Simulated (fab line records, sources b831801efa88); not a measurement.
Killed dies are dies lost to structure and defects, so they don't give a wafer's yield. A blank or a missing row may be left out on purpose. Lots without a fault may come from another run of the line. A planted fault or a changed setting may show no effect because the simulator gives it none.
fab line records | flow sky130
record lots=7 wafers=21 last_day=50
route steps=708 shown VT_ADJUST_NCORE@128 VT_ADJUST_HVTR@131 VT_ADJUST_PCH@143 PAD_OPEN@708
lots that met no fault: from a run of the same line without faults
start_h: hours from the record's first day to the start of the lot's first wafer shown | wait_h: hours since the lot's step before | " the same as in the row above | L1.1+2: a row that stands for several wafers | - no value, or no start given | * or withheld: withheld | < > ~ a bound
route shown NAME@n: a module of which the file shows steps, and the number in the route of the first | usual: mean/standard deviation of fault-free wafers | same: alike in all rows | chamber/n: place in a boat | sites: the reading at each site | _std_site: their standard deviation | _edge_site: outer sites' mean less inner sites' | radius_mm: how far each site lies from the wafer's centre | mask NAME#n: copy n | behind: the tool/chamber that last shaped the wafer | hold: why the lot was held/for how many hours/how that ended | device: the transistor (n, p or np) that didn't switch | end of line: the same wafers' tests at the end of the route | a step without rows: its recipe alone | killed: dies lost to structure and defects at the first sort, not the wafer's yield | map: a wafer's dies, x killed, . not, _ none there
set.NAME: the setting as run; set.NAME@STEP: as run at that earlier step | model.NAME: the simulator's own value behind a step, which no gauge read
lots at some steps of the route; a table a step, a row a wafer
services: from which hour (start_h, from the record's first day; less than 0 if before it) a tool's chamber was out of use, for how many hours, and why
## steps
# step SKY_VT_ADJUST_NCORE_IMPLANT_09
# recipe species=B energy_kev=10 dose_cm2=2.4e+12 tilt_deg=withheld
# step SKY_VT_ADJUST_NCORE_STRIP_10
# recipe chemistry=O2/N2 power_w=1400 pressure_mtorr=1500 platen_temp_c=withheld o2_flow_sccm=3000 n2_flow_sccm=300 overash_fraction=0.5
# usual drypump_motor_current_A=5.51/0.24 o2_flow_sccm=2999/9.3 oes_product_au=0.716/0.0042 strip_time_to_endpoint_s=13.93/0.045
# columns lot.wafer tool chamber start_h wait_h drypump_motor_current_A o2_flow_sccm oes_product_au rf_hours_counter_h strip_time_to_endpoint_s
L706.2 plasma_asher-03 0 232.97 0.1 5.26 3013 0.715 39 13.95
L706.5 " 1 " " 5.77 2993 0.713 - 13.91
L706.6 " 0 " " 5.25 3005 0.714 - 13.91
L708.1 plasma_asher-02 0 248.09 0.1 5.77 2983 0.710 54 13.85
L708.2 " 1 " " 5.28 3002 0.716 54 13.86
L708.5 " 1 " " 5.26 3014 0.723 - 13.83
L709.1 plasma_asher-01 1 254.24 0.1 5.44 3009 0.708 15 14.01
L709.2 " 0 " " 5.56 2994 0.716 15 14.05
L709.4 " 0 " " 5.56 3002 0.711 - 14.03
L716.1 plasma_asher-01 0 305.87 0.1 5.56 3015 0.720 20 13.90
L716.2 " 1 " " 5.47 3001 0.717 20 13.93
L716.5 " 1 " " 5.45 2994 0.719 - 13.93
L715.3 plasma_asher-03 0 306.82 0.1 5.26 3010 0.721 - 13.98
L715.4 " 1 " " 5.77 2993 0.715 - 13.93
L715.6 " 1 " " 5.81 2987 0.723 - 13.98
L717.1 plasma_asher-02 1 313.43 0.1 5.24 2995 0.718 59 13.92
L717.5 " 1 " " 5.22 3018 0.712 - 13.91
L717.6 " 0 " " 5.78 2998 0.720 - 13.89
L722.1 plasma_asher-02 1 344.14 0.1 5.25 3010 0.719 62 13.95
L722.3 " 1 " " 5.22 3004 0.724 - 13.96
L722.6 " 1 " " 5.23 3002 0.716 - 13.97
# step SKY_VT_ADJUST_NCORE_TW_MEAS_11
# usual VT_ADJUST_NCORE_TW=217.6/1.3
# columns lot.wafer tool chamber start_h wait_h VT_ADJUST_NCORE_TW
L706.2 film_metro-02 - 233.08 0.1 217.8
L706.5 " - " " 216.8
L706.6 " - " " 218.1
L708.1 film_metro-02 - 248.19 0.1 217.6
L708.2 " - " " 217.0
L708.5 " - " " 217.4
L709.1 film_metro-02 - 254.34 0.1 216.6
L709.2 " - " " 215.8
L709.4 " - " " 216.5
L716.1 film_metro-04 - 305.97 0.1 215.9
L716.2 " - " " 216.0
L716.5 " - " " 216.0
L715.3 film_metro-03 - 306.91 0.1 219.0
L715.4 " - " " 220.5
L715.6 " - " " 218.9
L717.1 film_metro-02 - 313.53 0.1 216.4
L717.5 " - " " 215.3
L717.6 " - " " 214.7
L722.1 film_metro-03 - 344.24 0.1 217.9
L722.3 " - " " 218.4
L722.6 " - " " 218.4
# step SKY_VT_ADJUST_HVTR_DEHYDRATE_00
# recipe temp_c=200 time_s=60
# step SKY_VT_ADJUST_HVTR_HMDS_01
# recipe prime_time_s=60 prime_temp_c=120
# step SKY_VT_ADJUST_HVTR_COAT_02
# recipe resist=NOVOLAK spin_rpm=3000 resist_thk_nm=1133
# step SKY_VT_ADJUST_HVTR_SOFTBAKE_03
# recipe temp_c=90 time_s=60 resist=NOVOLAK
# step SKY_VT_ADJUST_HVTR_EXPOSE_04
# recipe mask_id=HVTRM target_cd_nm=380 na=0.6 source_shape=conventional sigma_outer=0.6 dose_mj=150
# step SKY_VT_ADJUST_HVTR_PEB_05
# recipe temp_c=withheld time_s=* resist=NOVOLAK
# step SKY_VT_ADJUST_HVTR_DEVELOP_06
# recipe develop_time_s=60 dev_temp_c=23
# step SKY_VT_ADJUST_HVTR_CD_MEAS_07
# recipe target_cd_nm=380
# usual cd_nm=380.0/2.9
# columns lot.wafer tool chamber start_h wait_h cd_nm
L706.2 cd_sem-01 - 255.93 0.1 375.5
L706.5 " - " " 374.7
L706.6 " - " " 375.6
L708.1 cd_sem-01 - 271.46 0.1 386.4
L708.2 " - " " 385.7
L708.5 " - " " 384.0
L709.1 cd_sem-01 - 278.68 0.1 382.5
L709.2 " - " " 381.7
L709.4 " - " " 383.1
L716.1 cd_sem-01 - 331.41 0.1 380.4
L716.2 " - " " 377.1
L716.5 " - " " 381.5
L715.3 cd_sem-02 - 331.75 0.1 378.6
L715.4 " - " " 377.9
L715.6 " - " " 378.8
L717.1 cd_sem-02 - 339.76 0.1 387.4
L717.5 " - " " 386.0
L717.6 " - " " 382.8
L722.1 cd_sem-02 - 371.96 0.1 373.0
L722.3 " - " " 375.7
L722.6 " - " " 373.3
# step SKY_VT_ADJUST_HVTR_OVL_MEAS_08
# usual VT_ADJUST_HVTR_OVL=0.6/1.3
# columns lot.wafer tool chamber start_h wait_h VT_ADJUST_HVTR_OVL[nm]
L706.2 overlay-01 - 256.04 0.1 0.1
L706.5 " - " " 0.6
L706.6 " - " " 1.0
L708.1 overlay-02 - 271.58 0.1 0.3
L708.2 " - " " 0.5
L708.5 " - " " 2.2
L709.1 overlay-02 - 278.80 0.1 4.0
L709.2 " - " " 3.5
L709.4 " - " " 2.9
L716.1 overlay-01 - 331.53 0.1 1.9
L716.2 " - " " 0.9
L716.5 " - " " 0.2
L715.3 overlay-01 - 331.84 0.1 -0.7
L715.4 " - " " -0.1
L715.6 " - " " 0.6
L717.1 overlay-02 - 339.88 0.1 3.4
L717.5 " - " " 2.8
L717.6 " - " " -0.3
L722.1 overlay-01 - 372.08 0.1 0.4
L722.3 " - " " 0.3
L722.6 " - " " 0.7
# step SKY_VT_ADJUST_HVTR_IMPLANT_09
# recipe species=B energy_kev=10 dose_cm2=2.1e+12 tilt_deg=withheld
# usual beam_on_s=10.00/0.2 end_station_pressure_torr=5.01e-06/2.6e-07 faraday_current_uA=11.84/0.24
# columns lot.wafer tool chamber start_h wait_h beam_on_s end_station_pressure_torr faraday_current_uA
L706.2 implanter-03 0 256.09 0.0 11.86 9.578e-05 10.06
L706.5 " 0 " " 12.06 9.652e-05 9.96
L706.6 " 0 " " 12.39 9.31e-05 9.66
L708.1 implanter-03 0 271.62 0.0 11.99 8.882e-05 9.97
L708.2 " 0 " " 12.27 0.00010103 9.74
L708.5 " 0 " " 12.28 0.00010384 9.73
L709.1 implanter-03 0 278.84 0.0 12.23 9.402e-05 9.73
L709.2 " 0 " " 12.32 9.979e-05 9.74
L709.4 " 0 " " 11.58 0.00010058 10.32
L716.1 implanter-04 0 331.57 0.0 9.76 4.73e-06 12.13
L716.2 " 0 " " 10.27 5.07e-06 11.56
L716.5 " 0 " " 10.12 4.7e-06 11.68
L715.3 implanter-02 0 331.92 0.1 9.67 4.4e-06 12.21
L715.4 " 0 " " 9.73 4.6e-06 12.15
L715.6 " 0 " " 9.89 4.9e-06 11.95
L717.1 implanter-03 0 339.92 0.0 10.06 4.85e-06 11.69
L717.5 " 0 " " 10.02 4.99e-06 11.82
L717.6 " 0 " " 10.36 4.87e-06 11.49
L722.1 implanter-04 0 372.12 0.0 10.09 4.76e-06 11.67
L722.3 " 0 " " 9.98 5.21e-06 11.87
L722.6 " 0 " " 10.49 5.11e-06 11.22
# step SKY_VT_ADJUST_HVTR_STRIP_10
# recipe chemistry=O2/N2 power_w=1400 pressure_mtorr=1500 platen_temp_c=withheld o2_flow_sccm=3000 n2_flow_sccm=300 overash_fraction=0.5
# usual drypump_motor_current_A=5.62/0.24 o2_flow_sccm=3000/8.7 oes_product_au=0.716/0.0046 strip_time_to_endpoint_s=14.11/0.048
# columns lot.wafer tool chamber start_h wait_h drypump_motor_current_A o2_flow_sccm oes_product_au rf_hours_counter_h strip_time_to_endpoint_s
L706.2 plasma_asher-04 0 256.22 0.1 5.68 2987 0.717 61 14.05
L706.5 " 1 " " 5.95 3016 0.717 - 14.08
L706.6 " 0 " " 5.67 2987 0.716 - 14.04
L708.1 plasma_asher-04 0 271.77 0.1 5.65 3012 0.728 62 14.07
L708.2 " 1 " " 5.96 3010 0.716 62 14.05
L708.5 " 1 " " 5.95 3014 0.713 - 14.09
L709.1 plasma_asher-02 1 278.99 0.1 5.22 2994 0.714 57 14.05
L709.2 " 0 " " 5.77 3009 0.713 57 14.04
L709.4 " 0 " " 5.77 3008 0.715 - 14.01
L716.1 plasma_asher-02 0 331.87 0.2 5.78 2991 0.714 61 14.09
L716.2 " 1 " " 5.25 2998 0.717 61 14.09
L716.5 " 0 " " 5.77 2992 0.713 - 14.03
L715.3 plasma_asher-04 1 332.05 0.1 5.92 2995 0.714 - 14.08
L715.4 " 0 " " 5.65 3011 0.719 - 14.06
L715.6 " 0 " " 5.65 3001 0.729 - 14.08
L717.1 plasma_asher-01 1 340.07 0.1 5.45 3007 0.718 23 14.17
L717.5 " 1 " " 5.46 3013 0.715 - 14.16
L717.6 " 0 " " 5.57 3005 0.717 - 14.11
L722.1 plasma_asher-02 1 372.27 0.1 5.25 3001 0.715 65 14.14
L722.3 " 0 " " 5.76 3001 0.714 - 14.13
L722.6 " 0 " " 5.75 3004 0.715 - 14.13
# step SKY_VT_ADJUST_HVTR_TW_MEAS_11
# usual VT_ADJUST_HVTR_TW=210.6/2
# columns lot.wafer tool chamber start_h wait_h VT_ADJUST_HVTR_TW
L706.2 film_metro-02 - 256.33 0.1 220.5
L706.5 " - " " 219.9
L706.6 " - " " 220.8
L708.1 film_metro-02 - 271.87 0.1 221.1
L708.2 " - " " 219.3
L708.5 " - " " 221.1
L709.1 film_metro-02 - 279.09 0.1 222.5
L709.2 " - " " 221.6
L709.4 " - " " 222.5
L716.1 film_metro-02 - 331.97 0.1 206.6
L716.2 " - " " 206.9
L716.5 " - " " 208.1
L715.3 film_metro-01 - 332.14 0.1 212.5
L715.4 " - " " 212.2
L715.6 " - " " 212.5
L717.1 film_metro-03 - 340.17 0.1 209.2
L717.5 " - " " 209.7
L717.6 " - " " 209.7
L722.1 film_metro-03 - 372.37 0.1 211.7
L722.3 " - " " 210.3
L722.6 " - " " 210.5
# step SKY_VT_ADJUST_PCH_DEHYDRATE_00
# recipe temp_c=200 time_s=60
# step SKY_PAD_OPEN_PROBE_99
# usual killed_at_M0_to_M3=42/7.5 killed_at_M4_up=3.2/1.7 killed_at_contacts=24/5.1 killed_at_front_end=15/4.1 killed_at_other=0.3/0.58 killed_dies=85/8.9 killed_open=46/6.4 killed_short=39/6
# same gross_dies=492 killed_at_back_side=0
# columns lot.wafer tool chamber start_h wait_h killed_at_M0_to_M3 killed_at_M4_up killed_at_contacts killed_at_front_end killed_at_other killed_dies killed_open killed_short model.etest.pfet_01v8_mvt.drive_ua_um model.etest.pfet_01v8_mvt.off_log10_a_um model.etest.pfet_01v8_mvt.vt_sat_v model.etest.pfet_01v8_mvt.vt_v model.etest.pfet_01v8_mvt.vt_long_v
L706.2 prober-02 - 1121.95 0.1 36 3 37 14 0 90 51 38 157.1 -9.754 -0.4899 -0.5905 -0.8094
L706.5 prober-02 - 1122.10 0.2 56 2 24 22 0 104 50 54 157.3 -9.743 -0.4915 -0.5896 -0.8055
L706.6 prober-02 - 1122.15 0.2 46 2 27 17 0 92 57 35 160.8 -9.618 -0.4742 -0.5811 -0.806
L708.1 prober-02 - 1136.04 0.1 38 3 32 19 0 92 52 40 164.5 -9.362 -0.4425 -0.54 -0.7637
L708.2 prober-02 - 1136.09 0.1 38 3 40 16 0 97 53 43 166.7 -9.284 -0.423 -0.5258 -0.7542
L708.5 prober-02 - 1136.24 0.2 41 4 24 23 0 92 51 41 168 -9.211 -0.4354 -0.5333 -0.7554
L709.1 prober-02 - 1142.44 0.1 38 3 23 24 0 88 52 36 156.7 -10.08 -0.5079 -0.605 -0.8196
L709.2 prober-02 - 1142.49 0.1 46 8 25 16 0 95 52 43 156.8 -10.14 -0.5047 -0.6014 -0.8177
L709.4 prober-02 - 1142.59 0.2 43 4 19 20 0 86 53 33 158.1 -9.574 -0.4803 -0.5864 -0.8161
L716.1 prober-01 - 1173.76 0.1 34 5 17 12 0 68 33 35 154.8 -10.51 -0.5528 -0.6509 -0.8617
L716.2 prober-01 - 1173.81 0.1 44 3 21 15 0 83 50 33 150.9 -10.7 -0.5618 -0.6545 -0.8616
L716.5 prober-01 - 1173.96 0.2 29 4 22 12 0 67 34 33 150.6 -10.62 -0.5556 -0.6517 -0.8639
L715.3 prober-02 - 1177.09 0.2 36 2 16 17 1 72 38 33 148.6 -10.65 -0.5834 -0.6636 -0.8638
L715.4 prober-02 - 1177.14 0.2 41 3 26 14 0 84 45 39 151.2 -10.63 -0.5779 -0.661 -0.8571
L715.6 prober-02 - 1177.24 0.2 32 1 26 19 0 78 39 39 149.8 -10.58 -0.579 -0.6621 -0.8594
L717.1 prober-01 - 1177.35 0.1 47 4 26 13 0 90 53 37 149.3 -11.16 -0.5988 -0.686 -0.8959
L717.5 prober-01 - 1177.55 0.2 38 4 16 16 0 74 38 36 149.6 -11.1 -0.6047 -0.6906 -0.898
L717.6 prober-01 - 1177.60 0.2 39 6 16 22 0 83 45 38 147.7 -11.18 -0.608 -0.6938 -0.9021
L722.1 prober-02 - 1198.44 0.1 42 3 28 9 0 82 49 33 134.8 -12.24 -0.6629 -0.7399 -0.9454
L722.3 prober-02 - 1198.54 0.2 51 3 15 13 0 82 48 34 131.7 -12.26 -0.6701 -0.7438 -0.9449
L722.6 prober-02 - 1198.69 0.2 40 4 23 26 0 93 48 45 137.1 -12.03 -0.6482 -0.7301 -0.9444
# killed by level:class
L706.2 LI_CONTACT:geometric_particle:open=11 VIA1:geometric_particle:open=11 CONTACT:geometric_particle:short=10 CONTACT:geometric_particle:open=9 METAL1:geometric_particle:short=5 VIA3:geometric_particle:open=5 FIELD_ISO:geometric_particle:open=4 VIA2:geometric_particle:short=4
L706.5 VIA3:geometric_particle:open=11 CONTACT:geometric_particle:open=8 VIA1:geometric_particle:open=8 POLY_GATE:geometric_particle:short=7 VIA1:geometric_particle:short=7 METAL2:geometric_particle:short=7 FIELD_ISO:geometric_particle:open=6 VIA2:geometric_particle:open=6
L706.6 VIA1:geometric_particle:open=10 LI_CONTACT:geometric_particle:open=10 VIA3:geometric_particle:open=10 FIELD_ISO:geometric_particle:short=7 VIA2:geometric_particle:open=6 FIELD_ISO:geometric_particle:open=5 CONTACT:geometric_particle:open=5 METAL2:geometric_particle:short=5
L708.1 VIA1:geometric_particle:open=13 CONTACT:geometric_particle:open=9 LI_CONTACT:geometric_particle:open=8 LI_CONTACT:geometric_particle:short=5 CONTACT:geometric_particle:short=5 METAL2:geometric_particle:short=5 VIA3:geometric_particle:open=5 LOCAL_INTERCONNECT:geometric_particle:short=4
L708.2 CONTACT:geometric_particle:open=14 VIA1:geometric_particle:open=11 LOCAL_INTERCONNECT:geometric_particle:short=9 LI_CONTACT:geometric_particle:open=6 CONTACT:geometric_particle:short=6 VIA3:geometric_particle:open=6 METAL2:geometric_particle:short=5 FIELD_ISO:geometric_particle:open=4
L708.5 CONTACT:geometric_particle:open=16 POLY_GATE:geometric_particle:short=9 VIA3:geometric_particle:open=8 VIA2:geometric_particle:open=6 METAL3:geometric_particle:short=6 POLY_GATE:geometric_particle:open=5 METAL1:geometric_particle:short=5 LI_CONTACT:geometric_particle:open=4
L709.1 VIA2:geometric_particle:open=11 CONTACT:geometric_particle:open=9 VIA1:geometric_particle:open=7 LI_CONTACT:geometric_particle:open=6 POLY_GATE:geometric_particle:short=5 FIELD_ISO:geometric_particle:open=4 POLY_GATE:geometric_particle:open=4 VIA2:geometric_particle:short=4
L709.2 VIA1:geometric_particle:open=18 CONTACT:geometric_particle:open=12 VIA2:geometric_particle:open=6 METAL4:geometric_particle:short=6 METAL2:geometric_particle:short=6 LI_CONTACT:geometric_particle:open=5 CONTACT:geometric_particle:short=5 POLY_GATE:geometric_particle:short=4
L709.4 VIA1:geometric_particle:open=12 CONTACT:geometric_particle:open=8 VIA2:geometric_particle:open=8 FIELD_ISO:geometric_particle:open=6 LI_CONTACT:geometric_particle:open=5 METAL3:geometric_particle:short=5 FIELD_ISO:geometric_particle:short=4 POLY_GATE:geometric_particle:open=4
L716.1 VIA1:geometric_particle:open=12 CONTACT:geometric_particle:open=7 LOCAL_INTERCONNECT:geometric_particle:short=5 METAL1:geometric_particle:short=4 VIA1:geometric_particle:short=4 METAL4:geometric_particle:short=4 FIELD_ISO:geometric_particle:short=3 POLY_GATE:geometric_particle:open=3
L716.2 VIA1:geometric_particle:open=13 LI_CONTACT:geometric_particle:open=10 CONTACT:geometric_particle:open=7 VIA1:geometric_particle:short=7 METAL2:geometric_particle:short=6 VIA2:geometric_particle:open=6 POLY_GATE:geometric_particle:open=5 POLY_GATE:geometric_particle:short=4
L716.5 VIA1:geometric_particle:open=9 LI_CONTACT:geometric_particle:open=8 LOCAL_INTERCONNECT:geometric_particle:short=6 VIA2:geometric_particle:short=5 VIA3:geometric_particle:open=4 FIELD_ISO:geometric_particle:open=3 POLY_GATE:geometric_particle:short=3 LI_CONTACT:geometric_particle:short=3
L715.3 VIA1:geometric_particle:open=9 VIA3:geometric_particle:open=7 POLY_GATE:geometric_particle:open=6 CONTACT:geometric_particle:short=6 FIELD_ISO:geometric_particle:short=4 LI_CONTACT:geometric_particle:open=4 VIA2:geometric_particle:open=4 VIA3:geometric_particle:short=4
L715.4 VIA3:geometric_particle:open=8 CONTACT:geometric_particle:open=8 VIA1:geometric_particle:open=8 VIA2:geometric_particle:open=8 METAL2:geometric_particle:short=7 FIELD_ISO:geometric_particle:short=5 LI_CONTACT:geometric_particle:open=5 CONTACT:geometric_particle:short=5
L715.6 POLY_GATE:geometric_particle:open=12 CONTACT:geometric_particle:short=9 METAL1:geometric_particle:short=8 CONTACT:geometric_particle:open=7 LI_CONTACT:geometric_particle:open=5 METAL2:geometric_particle:short=5 VIA2:geometric_particle:open=5 FIELD_ISO:geometric_particle:short=4
L717.1 VIA1:geometric_particle:open=13 LI_CONTACT:geometric_particle:open=7 METAL1:geometric_particle:short=7 VIA3:geometric_particle:open=7 CONTACT:geometric_particle:open=6 CONTACT:geometric_particle:short=6 FIELD_ISO:geometric_particle:open=4 VIA1:geometric_particle:short=4
L717.5 METAL2:geometric_particle:short=8 VIA3:geometric_particle:open=7 LI_CONTACT:geometric_particle:open=7 METAL1:geometric_particle:short=6 VIA1:geometric_particle:open=5 VIA2:geometric_particle:open=5 POLY_GATE:geometric_particle:short=5 FIELD_ISO:geometric_particle:open=4
L717.6 VIA1:geometric_particle:open=10 METAL1:geometric_particle:short=7 VIA3:geometric_particle:open=7 FIELD_ISO:geometric_particle:short=6 POLY_GATE:geometric_particle:open=6 POLY_GATE:geometric_particle:short=6 CONTACT:geometric_particle:open=5 LI_CONTACT:geometric_particle:open=4
L722.1 VIA1:geometric_particle:open=12 CONTACT:geometric_particle:open=9 LI_CONTACT:geometric_particle:open=7 VIA3:geometric_particle:open=7 LOCAL_INTERCONNECT:geometric_particle:short=6 METAL2:geometric_particle:short=5 VIA2:geometric_particle:open=5 POLY_GATE:geometric_particle:open=3
L722.3 VIA1:geometric_particle:open=12 VIA2:geometric_particle:open=12 VIA3:geometric_particle:open=9 VIA1:geometric_particle:short=5 CONTACT:geometric_particle:open=4 CONTACT:geometric_particle:short=4 METAL2:geometric_particle:short=4 FIELD_ISO:geometric_particle:short=3
L722.6 CONTACT:geometric_particle:open=13 FIELD_ISO:geometric_particle:open=9 METAL2:geometric_particle:short=8 POLY_GATE:geometric_particle:open=6 VIA1:geometric_particle:open=6 VIA2:geometric_particle:short=6 VIA3:geometric_particle:open=6 POLY_GATE:geometric_particle:short=4
## services
# columns tool chamber start_h hours kind
implanter-03 - 209.13 2.0 repair
implanter-03 - 227.16 5.1 repair
implanter-04 - 246.75 4.5 repair
implanter-03 - 279.13 4.1 repair
plasma_asher-02 - 284.48 5.2 repair
implanter-03 - 294.46 1.4 repair
implanter-03 - 304.55 4.8 pm
implanter-02 - 310.71 5.7 pm
implanter-02 - 318.65 1.3 repair
plasma_asher-03 - 342.79 1.5 repair
plasma_asher-04 - 349.62 0.7 repair
plasma_asher-04 - 358.22 2.4 repair
## key
first_sign step=SKY_VT_ADJUST_HVTR_IMPLANT_09 reading=end_station_pressure_torr direction=up sigmas=99+ usual=5.01e-06 struck=9.705e-05
effect step=SKY_VT_ADJUST_HVTR_IMPLANT_09 reading=beam_on_s direction=up sigmas=11 usual=10.00 struck=12.11
effect step=SKY_VT_ADJUST_HVTR_TW_MEAS_11 reading=VT_ADJUST_HVTR_TW direction=up sigmas=5.2 usual=210.6 struck=221.0
model_effect step=SKY_PAD_OPEN_PROBE_99 value=etest.pfet_01v8_mvt.drive_ua_um without=151.7 struck=160.7
met_at SKY_VT_ADJUST_HVTR_IMPLANT_09
struck_wafers L706.2,L706.5,L706.6,L708.1,L708.2,L708.5,L709.1,L709.2,L709.4
tester_left_out L706,L708,L709
fault kind=process_parameter_drift tool=implanter-03 chamber=- onset_h=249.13 steps=SKY_VT_ADJUST_HVTR_IMPLANT_09 channel=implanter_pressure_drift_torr offset=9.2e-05 shape=step end_h=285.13
fault kind=process_parameter_drift tool=implanter-03 chamber=- onset_h=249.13 steps=SKY_VT_ADJUST_HVTR_IMPLANT_09 channel=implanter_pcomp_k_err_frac offset=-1 shape=step end_h=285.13
# tester_left_out: of these lots the tester's yield and bins aren't shown, on N5 and GAA mostly nor the transistor test; their killed dies are dies lost to structure and defects alone, not to doping, threshold or leakage, so they don't give the yield
